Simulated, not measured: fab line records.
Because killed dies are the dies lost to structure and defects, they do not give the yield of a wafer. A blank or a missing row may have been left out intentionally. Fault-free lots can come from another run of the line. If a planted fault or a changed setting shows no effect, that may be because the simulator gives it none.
Comparing a struck lot with a sound one + flow sky130 + 14 steps out of a route of 708
Sound: the wafers L175.1, L175.2, L175.4. Wafers struck: L172.1, L172.3, L172.5. The cause is given at the end.
At each step with rows: each side's tool, then ch and its chambers, then its first start. Under that, the readings that differ: sound wafers + struck wafers + difference of the means + sigmas: that difference in standard deviations of wafers without a fault.
alike: words and numbers the same on both sides, and readings whose means are apart by under 2 such deviations; not compared: readings that were withheld, readings missing a value for some wafer, numbers with overlapping values and no deviation given by the record, and bounds like >300 which may hide the same value.
The two part at a step that has a row with sigmas, a row that says differs or no value, or rows on one side only. Non-overlapping numbers with no deviation appear without sigmas and do not part them. A reading missing from all wafers of one side parts the sides only when that side holds two or more wafers.

SKY_LDD_LDN_STRIP_12: strips in O2/N2.
  sound on plasma asher-04 ch 0,1, day 28 04:45; struck on plasma asher-02 ch 1, day 27 08:05
  alike: drypump motor current A, oes product au, strip time to endpoint s
  not compared: rf hours counter h
SKY_LDD_LDN_TW_MEAS_13:
  sound: film metro-02 at day 28 04:51; struck: film metro-02 at day 27 08:11
  alike: LDD_LDN_TW
then, 2 steps without rows for these wafers: SKY_LDD_LDN_CLEAN_14 (cleans in SC1/SC2, time 150 s); SKY_SPACER_CVD_00 (deposits Si3N4 from DCS/NH3, target thk 43.1 nm, time 740 s).
SKY_SPACER_THK_MEAS_01:
  sound: film metro-04 at day 28 06:10; struck: film metro-02 at day 27 09:30
  alike: SPACER_CVD_00_THK
SKY_SPACER_ETCHBACK_02: etches Si3N4 in CH3F/O2, stops on SiO2, time 46.7 s, target depth 45 nm.
  sound on rie diel-02 ch 2,3, day 28 06:14; struck on rie diel-03 ch 1,3, day 27 09:34
  alike: drypump motor current A, oes product au, rf fwd power W, throttle valve pct
  not compared: rf hours counter h
then, 6 steps without rows for these wafers: SKY_POLY_CUT_DEHYDRATE_00 (time 60 s); SKY_POLY_CUT_HMDS_01 (prime time 60 s); SKY_POLY_CUT_COAT_02 (resist thk 60 nm); SKY_POLY_CUT_COAT_03 (resist thk 450 nm); SKY_POLY_CUT_SOFTBAKE_04 (time 90 s); SKY_POLY_CUT_EXPOSE_05 (exposes mask NPCM, target cd 270 nm).
SKY_POLY_CUT_PEB_06:
  struck on litho track-04, day 28 13:00; sound on litho track-03 ch 0, day 29 09:00
| reading         | sound          | struck | difference                    | sigmas |
|-----------------|----------------|--------|-------------------------------|--------|
| exhaust pa (Pa) | 45.2 44.5 44.7 | - - -  | no value on the struck wafers |        |
  not compared: chill plate temp C
then, 1 step without rows for these wafers: SKY_POLY_CUT_DEVELOP_07 (develop time 60 s).

== WHERE THEY PART ==
Only at SKY_POLY_CUT_PEB_06, as far as this record shows.

WHY: what had been put in by the simulator
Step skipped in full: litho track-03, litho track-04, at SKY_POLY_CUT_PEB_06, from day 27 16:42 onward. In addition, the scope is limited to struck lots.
